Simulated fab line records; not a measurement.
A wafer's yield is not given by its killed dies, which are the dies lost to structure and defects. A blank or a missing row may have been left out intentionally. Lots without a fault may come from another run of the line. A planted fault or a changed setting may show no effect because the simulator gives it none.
A lot that was struck, set against a sound lot + flow gf180mcu + 13 steps out of a route of 602
Sound: wafers L747.1, L747.3, L747.6. Struck: wafers L743.3, L743.4, L743.5. The cause is given at the end.
Each step with rows lists, per side, the tool, then ch with its chambers, then its first start. Under that, the readings that differ: sound wafers + struck wafers + difference of the means + sigmas: that difference in standard deviations of wafers without a fault.
alike: readings with means less than 2 such deviations apart, plus words and numbers identical on both sides. not compared: withheld readings, readings lacking a value on some wafer, bounds such as >300 that could conceal the same value, and numbers that have no deviation in the record and whose values overlap.
Wherever a step has rows on one side only, a row that says differs or no value, or a row with sigmas, the two part there. Numbers that have no deviation but don't overlap get no sigmas and don't part them. A reading that every wafer of one side lacks parts them only if that side has two wafers or more.

first, 5 steps without rows for these wafers: GF_STI_WET_ETCH_17 (etches Si3N4 in H3PO4, target depth 45 nm, time 514 s); GF_STI_CLEAN_18 (cleans in SC1/SC2, time 150 s); GF_STI_CLEAN_19 (cleans in dHF, time 20 s); GF_STI_WET_ETCH_20 (etches SiO2 in dHF, target depth 20 nm, time 400 s); GF_STI_OXIDATION_21 (stabilise 600 s, purge 300 s, target thk 15 nm).
GF_STI_THK_MEAS_22:
  struck on filmMetro-04, day 3 11:27; sound on filmMetro-02, day 4 09:04
| reading                   | sound          | struck         | difference | sigmas |
|---------------------------|----------------|----------------|------------|--------|
| STI_OXIDATION_01_THK (nm) | 14.9 14.8 14.9 | 14.2 14.0 13.7 | -0.9       | -2     |
then, 1 step without rows for these wafers: GF_STI_CVD_23 (deposits SiO2, target thk 650 nm, time 108.3 s).
GF_STI_THK_MEAS_24:
  struck on filmMetro-04, day 3 11:35; sound on filmMetro-03, day 4 09:12
  alike: STI_CVD_23_THK
GF_STI_CMP_25: polishes, stops on Si3N4, t overpolish 33 s, target thk 524.6 nm.
  sound on cmp-01 ch 0,3, day 4 09:19; struck on cmp-02 ch 2,3, day 3 11:38
  alike: motorCurrentA, overpolishRunS, slurryFilterDpKPa, timeToEndpointS
then, 3 steps without rows for these wafers: GF_STI_WET_ETCH_26 (etches SiO2 in dHF, target depth 94 nm, time 188 s); GF_STI_WET_ETCH_27 (etches Si3N4 in H3PO4, target depth 160 nm, time 1825 s); GF_STI_WET_ETCH_28 (etches SiO2 in dHF, target depth 20 nm, time 40 s).
GF_STI_OXIDATION_29: stabilise 600 s, purge 300 s, target thk 10 nm.
  struck on furnace-01, day 3 14:37; sound on furnace-01 ch 0, day 4 10:19
  no value came back on the struck wafers for oxTempC (C), oxTempCMax, zonePowerTopPct (%); on the sound wafers oxTempC (C) reads 900.3 900.3 900.4

WHERE THEY PART
First at GF_STI_THK_MEAS_22; last, within this record, at GF_STI_OXIDATION_29.

WHY: what the simulator had put in
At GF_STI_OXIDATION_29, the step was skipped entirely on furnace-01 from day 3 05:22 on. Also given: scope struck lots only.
